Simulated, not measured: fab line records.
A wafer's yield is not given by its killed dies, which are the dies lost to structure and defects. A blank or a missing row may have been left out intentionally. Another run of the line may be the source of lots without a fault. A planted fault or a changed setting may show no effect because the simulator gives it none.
fab line records	flow sky130
record: lots: 13	wafers: 37	lastDay: 50
route steps=708 shown SONOS_TUNNEL@162 POLY_GATE@234 LDD_HVN@274 PAD_OPEN@708
lots untouched by any fault: they come from a run of this same line in which no faults occurred
startH: start of the lot's first displayed wafer, in hours after the record's first day	waitH: time in hours since the lot's previous step	" the same as in the row above	L1.1+2: several wafers, shown together as one row	- no value, or no start given	* or withheld: withheld	< > ~ a bound
route shown NAME@n: names a module that has steps shown in the file, with the first one's number in the route	usual: mean/standard deviation of fault-free wafers	same: alike in all rows	chamber/n: place in a boat	sites: per-site readings	_std_site: standard deviation of those values	_edge_site: outer sites' mean less inner sites'	radiusMm: for every site, how far away it sits from the centre of the wafer	mask NAME#n: copy n	behind: tool/chamber where the wafer was last shaped	hold: why the lot went on hold/how many hours it stayed there/how the hold came to an end	device: transistor that didn't switch, given as n, p or np	end of line: at the end of the route, the tests of the same wafers	a step with no rows: only its recipe	killed: count of dies lost to structure and defects at first sort (not the wafer's yield)	map: a wafer's dies, x killed, . not, _ none there
set.NAME: setting as actually run; set.NAME@STEP: the setting as run at that earlier step	model.NAME: the simulator's own value behind a step, which no gauge read
one table for each step of the route and one row for each wafer, over a sample of lots
services: the hour from which a tool's chamber was out of use, counted from the record's first day as startH (under 0 if before that day), plus the number of hours and why
== steps ==
step: SKY_SONOS_TUNNEL_OVL_MEAS_08
usual: SONOS_TUNNEL_OVL: 0.9/1.3
lot.wafer	tool	chamber	startH	waitH	SONOS_TUNNEL_OVL[nm]
L525.1	overlay-01	-	266.50	0.1	0.5
L525.4	"	-	"	"	1.7
L525.6	"	-	"	"	-0.5
L526.2	overlay-02	-	275.81	0.1	0.6
L526.4	"	-	"	"	0.1
L526.5	"	-	"	"	1.0
L527.1	overlay-01	-	278.15	0.1	0.5
L527.2	"	-	"	"	-0.1
L527.6	"	-	"	"	1.9
L528.3	overlay-01	-	287.53	0.1	2.7
L528.4	"	-	"	"	2.7
L528.5	"	-	"	"	2.5
L529.3	overlay-01	-	291.73	0.1	0.8
L529.5	"	-	"	"	1.6
L529.6	"	-	"	"	1.5
L530.1	overlay-01	-	296.53	0.1	1.2
L530.3	"	-	"	"	1.7
L530.5	"	-	"	"	-0.4
L533.1	overlay-01	-	325.70	0.1	3.8
L533.5	"	-	"	"	3.4
L535.1	overlay-01	-	334.05	0.1	1.3
L535.3	"	-	"	"	1.7
L535.6	"	-	"	"	1.9
L538.1	overlay-02	-	368.25	0.1	-0.8
L538.2	"	-	"	"	-1.2
L538.6	"	-	"	"	-0.1
L539.2	overlay-01	-	376.86	0.1	1.9
L539.4	"	-	"	"	1.0
L539.5	"	-	"	"	1.3
L540.3	overlay-01	-	381.09	0.1	1.2
L540.4	"	-	"	"	0.7
L540.5	"	-	"	"	3.6
L544.2	overlay-02	-	421.56	0.1	-0.3
L544.3	"	-	"	"	1.1
L544.5	"	-	"	"	1.2
L548.3	overlay-01	-	440.18	0.1	0.4
L548.5	"	-	"	"	0.7
step: SKY_POLY_GATE_OXIDATION_20
recipe: tempC: 850	ambient: O2	stabiliseS: 600	purgeS: 300	targetThkA: 40	oxTimeS: 899
usual: spikeTcLowerC: 849.5/1.3
same: purgeS: 300	stabiliseS: 600
lot.wafer	tool	chamber	startH	waitH	spikeTcLowerC
L525.1	furnace-02	0	395.35	0.0	851.7
L525.4	"	0	"	"	851.9
L525.6	"	0	"	"	850.5
L527.1	furnace-02	0	402.27	1.6	851.1
L527.2	"	0	"	"	850.0
L527.6	"	0	"	"	850.0
L526.2	furnace-01	0	404.58	0.3	847.6
L526.4	"	0	"	"	850.1
L526.5	"	0	"	"	848.9
L528.3	furnace-01	0	414.38	1.2	849.7
L528.4	"	0	"	"	847.6
L528.5	"	0	"	"	847.2
L529.3	furnace-01	0	417.79	0.0	847.5
L529.5	"	0	"	"	850.4
L529.6	"	0	"	"	846.8
L530.1	furnace-01	0	426.40	0.4	848.2
L530.3	"	0	"	"	847.8
L530.5	"	0	"	"	848.5
L533.1	furnace-02	0	460.51	0.2	849.7
L533.5	"	0	"	"	850.6
L535.1	furnace-01	0	466.84	0.0	848.5
L535.3	"	0	"	"	846.9
L535.6	"	0	"	"	847.9
L538.1	furnace-02	0	507.40	0.6	850.0
L538.2	"	0	"	"	850.9
L538.6	"	0	"	"	849.5
L538.1	furnace-02	0	510.06	1.4	850.0
L538.2	"	0	"	"	850.8
L538.6	"	0	"	"	849.1
L539.2	furnace-02	0	510.06	0.1	850.5
L539.4	"	0	"	"	850.9
L539.5	"	0	"	"	849.6
L539.2	furnace-02	0	511.47	0.2	850.2
L539.4	"	0	"	"	850.2
L539.5	"	0	"	"	849.4
L540.3	furnace-01	0	519.57	0.0	850.4
L540.4	"	0	"	"	849.5
L540.5	"	0	"	"	849.7
L544.2	furnace-02	0	555.64	0.0	850.8
L544.3	"	0	"	"	850.1
L544.5	"	0	"	"	849.4
L548.3	furnace-02	0	573.36	0.0	847.9
L548.5	"	0	"	"	849.2
step: SKY_POLY_GATE_THK_MEAS_21
recipe: reads: SiO2_of_POLY_GATE_OXIDATION_20
usual: POLY_GATE_OXIDATION_THK: 4.01/0.085
lot.wafer	tool	chamber	startH	waitH	POLY_GATE_OXIDATION_THK[nm]
L525.1	filmMetro-03	-	396.60	0.0	3.98
L525.4	"	-	"	"	4.10
L525.6	"	-	"	"	4.05
L527.1	filmMetro-02	-	403.52	0.0	4.08
L527.2	"	-	"	"	4.07
L527.6	"	-	"	"	4.17
L526.2	filmMetro-01	-	405.84	0.0	3.94
L526.4	"	-	"	"	3.94
L526.5	"	-	"	"	4.00
L528.3	filmMetro-02	-	415.65	0.0	4.10
L528.4	"	-	"	"	4.07
L528.5	"	-	"	"	4.06
L529.3	filmMetro-02	-	419.06	0.0	4.07
L529.5	"	-	"	"	4.04
L529.6	"	-	"	"	4.08
L530.1	filmMetro-01	-	427.65	0.0	4.01
L530.3	"	-	"	"	4.11
L530.5	"	-	"	"	4.07
L533.1	filmMetro-01	-	461.76	0.0	4.00
L533.5	"	-	"	"	3.97
L535.1	filmMetro-01	-	468.09	0.0	3.97
L535.3	"	-	"	"	4.01
L535.6	"	-	"	"	3.84
L538.1	filmMetro-02	-	511.31	0.0	6.48
L538.2	"	-	"	"	6.61
L538.6	"	-	"	"	6.50
L538.1	filmMetro-02	-	511.53	0.2	6.50
L538.2	"	-	"	"	6.59
L538.6	"	-	"	"	6.51
L539.2	filmMetro-03	-	512.74	0.0	6.45
L539.4	"	-	"	"	6.42
L539.5	"	-	"	"	6.55
L539.2	filmMetro-03	-	512.96	0.2	6.44
L539.4	"	-	"	"	6.47
L539.5	"	-	"	"	6.53
L540.3	filmMetro-01	-	520.84	0.0	4.12
L540.4	"	-	"	"	4.16
L540.5	"	-	"	"	4.09
L544.2	filmMetro-03	-	556.90	0.0	3.98
L544.3	"	-	"	"	4.00
L544.5	"	-	"	"	4.05
L548.3	filmMetro-03	-	574.63	0.0	4.06
L548.5	"	-	"	"	4.10
step: SKY_LDD_HVN_OVL_MEAS_07
usual: LDD_HVN_OVL: 0.6/1.1
lot.wafer	tool	chamber	startH	waitH	LDD_HVN_OVL[nm]
L525.1	overlay-01	-	489.73	0.1	2.5
L525.4	"	-	"	"	-0.3
L525.6	"	-	"	"	0.7
L527.1	overlay-02	-	497.08	0.1	2.4
L527.2	"	-	"	"	0.2
L527.6	"	-	"	"	1.5
L526.2	overlay-02	-	500.69	0.1	-0.5
L526.4	"	-	"	"	-1.4
L526.5	"	-	"	"	-0.1
L528.3	overlay-01	-	509.69	0.1	-1.1
L528.4	"	-	"	"	0.7
L528.5	"	-	"	"	0.3
L529.3	overlay-01	-	513.59	0.1	0.7
L529.5	"	-	"	"	0.4
L529.6	"	-	"	"	0.0
L530.1	overlay-01	-	521.38	0.1	1.0
L530.3	"	-	"	"	-0.4
L530.5	"	-	"	"	-1.0
L533.1	overlay-02	-	555.78	0.1	0.2
L533.5	"	-	"	"	0.3
L535.1	overlay-02	-	560.40	0.1	1.1
L535.3	"	-	"	"	1.6
L535.6	"	-	"	"	0.2
L538.1	overlay-01	-	598.18	0.1	0.6
L538.2	"	-	"	"	1.9
L538.6	"	-	"	"	1.0
L539.2	overlay-01	-	601.19	0.1	0.7
L539.4	"	-	"	"	1.1
L539.5	"	-	"	"	1.8
L540.3	overlay-02	-	610.41	0.1	-0.5
L540.4	"	-	"	"	0.2
L540.5	"	-	"	"	-0.1
L544.2	overlay-01	-	645.39	0.1	2.7
L544.3	"	-	"	"	3.7
L544.5	"	-	"	"	1.8
L548.3	overlay-02	-	661.51	0.1	0.1
L548.5	"	-	"	"	-0.3
step: SKY_LDD_HVN_STRIP_09
recipe: chemistry: O2/N2	powerW: 1400	pressureMtorr: 1500	platenTempC: withheld	o2FlowSccm: 3000	n2FlowSccm: 300	overashFraction: 0.5
usual: drypumpMotorCurrentA: 5.6/0.35	oesProductAu: 0.408/0.0045	stripTimeToEndpointS: 4.131/0.016
lot.wafer	tool	chamber	startH	waitH	drypumpMotorCurrentA	oesProductAu	rfHoursCounterH	stripTimeToEndpointS
L525.1	plasmaAsher-03	0	489.92	0.1	5.3	0.409	36	4.163
L525.4	"	0	"	"	5.3	0.408	-	4.144
L525.6	"	1	"	"	5.5	0.409	-	4.160
L527.1	plasmaAsher-01	0	497.27	0.1	5.4	0.412	6	4.145
L527.2	"	1	"	"	6.1	0.409	6	4.122
L527.6	"	0	"	"	5.3	0.410	-	4.114
L526.2	plasmaAsher-01	0	500.87	0.1	5.3	0.409	7	4.151
L526.4	"	1	"	"	6.1	0.397	-	4.113
L526.5	"	1	"	"	6.1	0.400	-	4.125
L528.3	plasmaAsher-03	0	509.90	0.1	5.3	0.404	-	4.128
L528.4	"	1	"	"	5.5	0.404	-	4.131
L528.5	"	1	"	"	5.5	0.409	-	4.119
L529.3	plasmaAsher-01	1	513.80	0.1	6.1	0.411	-	4.155
L529.5	"	0	"	"	5.4	0.413	-	4.145
L529.6	"	1	"	"	6.1	0.411	-	4.139
L530.1	plasmaAsher-01	1	521.57	0.1	6.1	0.411	9	4.136
L530.3	"	0	"	"	5.4	0.411	-	4.122
L530.5	"	0	"	"	5.4	0.418	-	4.122
L533.1	plasmaAsher-03	0	555.97	0.1	5.3	0.414	43	4.117
L533.5	"	1	"	"	5.5	0.413	-	4.134
L535.1	plasmaAsher-01	0	560.58	0.1	5.4	0.414	13	4.103
L535.3	"	1	"	"	6.1	0.405	-	4.103
L535.6	"	1	"	"	6.1	0.403	-	4.116
L538.1	plasmaAsher-04	0	598.37	0.1	5.1	0.407	82	4.151
L538.2	"	1	"	"	6.4	0.405	82	4.148
L538.6	"	1	"	"	6.3	0.416	-	4.158
L539.2	plasmaAsher-03	1	601.37	0.1	5.5	0.404	49	4.148
L539.4	"	0	"	"	5.3	0.405	-	4.134
L539.5	"	1	"	"	5.5	0.411	-	4.151
L540.3	plasmaAsher-04	1	610.62	0.1	6.4	0.411	-	4.149
L540.4	"	0	"	"	5.1	0.414	-	4.138
L540.5	"	1	"	"	6.4	0.409	-	4.144
L544.2	plasmaAsher-03	0	645.57	0.1	5.3	0.401	53	4.121
L544.3	"	0	"	"	5.3	0.411	-	4.122
L544.5	"	0	"	"	5.3	0.407	-	4.144
L548.3	plasmaAsher-01	0	661.72	0.1	5.4	0.412	-	4.132
L548.5	"	1	"	"	6.1	0.407	-	4.131
step: SKY_PAD_OPEN_PROBE_99
usual: killed_at_M0_to_M3: 44/6.3	killed_at_M4_up: 3.1/1.8	killedAtContacts: 25/5.1	killedAtFrontEnd: 15/4.1	killedAtOther: 0.3/0.71	killedDies: 87/8.8	killedOpen: 47/6.8	killedShort: 40/6.7
same: grossDies: 492	killedAtBackSide: 0
lot.wafer	tool	chamber	startH	waitH	killed_at_M0_to_M3	killed_at_M4_up	killedAtContacts	killedAtFrontEnd	killedAtOther	killedDies	killedOpen	killedShort
L538.2	prober-01	-	1163.03	0.1	41	4	36	11	0	92	46	46
killed by level:class
L538.2 LI_CONTACT:geometricParticle:open=10 VIA1:geometricParticle:open=9 LOCAL_INTERCONNECT:geometricParticle:short=8 CONTACT:geometricParticle:open=7 CONTACT:geometricParticle:short=6 METAL1:geometricParticle:short=6 VIA2:geometricParticle:short=6 VIA3:geometricParticle:open=6
== services ==
tool	chamber	startH	hours	kind
furnace-01	-	377.77	2.9	pm
plasmaAsher-01	-	381.87	3.7	repair
plasmaAsher-01	-	421.25	9.0	pm
plasmaAsher-01	0	421.25	9.0	ventCycle
plasmaAsher-01	1	421.25	9.0	ventCycle
plasmaAsher-01	0	430.25	-	clean
plasmaAsher-01	1	430.25	-	clean
furnace-01	-	434.29	4.1	pm
furnace-02	-	468.54	3.8	pm
plasmaAsher-04	-	502.36	1.1	repair
furnace-01	-	576.17	7.3	pm
furnace-01	-	602.96	3.9	pm
plasmaAsher-04	-	632.99	1.6	repair
furnace-02	-	636.35	3.7	pm
furnace-02	-	650.47	3.8	pm
plasmaAsher-01	-	653.36	1.6	repair
furnace-01	-	658.65	4.7	pm
== key ==
firstSign: step: SKY_POLY_GATE_OXIDATION_20	reading: visit	direction: added
effect: step: SKY_POLY_GATE_THK_MEAS_21	reading: visit	direction: added
effect: step: SKY_POLY_GATE_THK_MEAS_21	reading: POLY_GATE_OXIDATION_THK	direction: up	sigmas: 29	usual: 4.01	struck: 6.50
metAt SKY_POLY_GATE_OXIDATION_20
struckLots L538,L539
testerLeftOut L538,L539
notActingAt SKY_SONOS_TUNNEL_OVL_MEAS_08,SKY_LDD_HVN_OVL_MEAS_07,SKY_LDD_HVN_STRIP_09
fault: kind: repeatedStepWhole	tool: furnace-01,furnace-02	chamber: -	onsetH: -	steps: SKY_POLY_GATE_OXIDATION_20	times: 1	scope: struckLotsOnly
testerLeftOut: of these lots the tester's yield and bins aren't shown, on N5 and GAA mostly nor the transistor test; their killed dies are dies lost to structure and defects alone, not to doping, threshold or leakage, so they don't give the yield
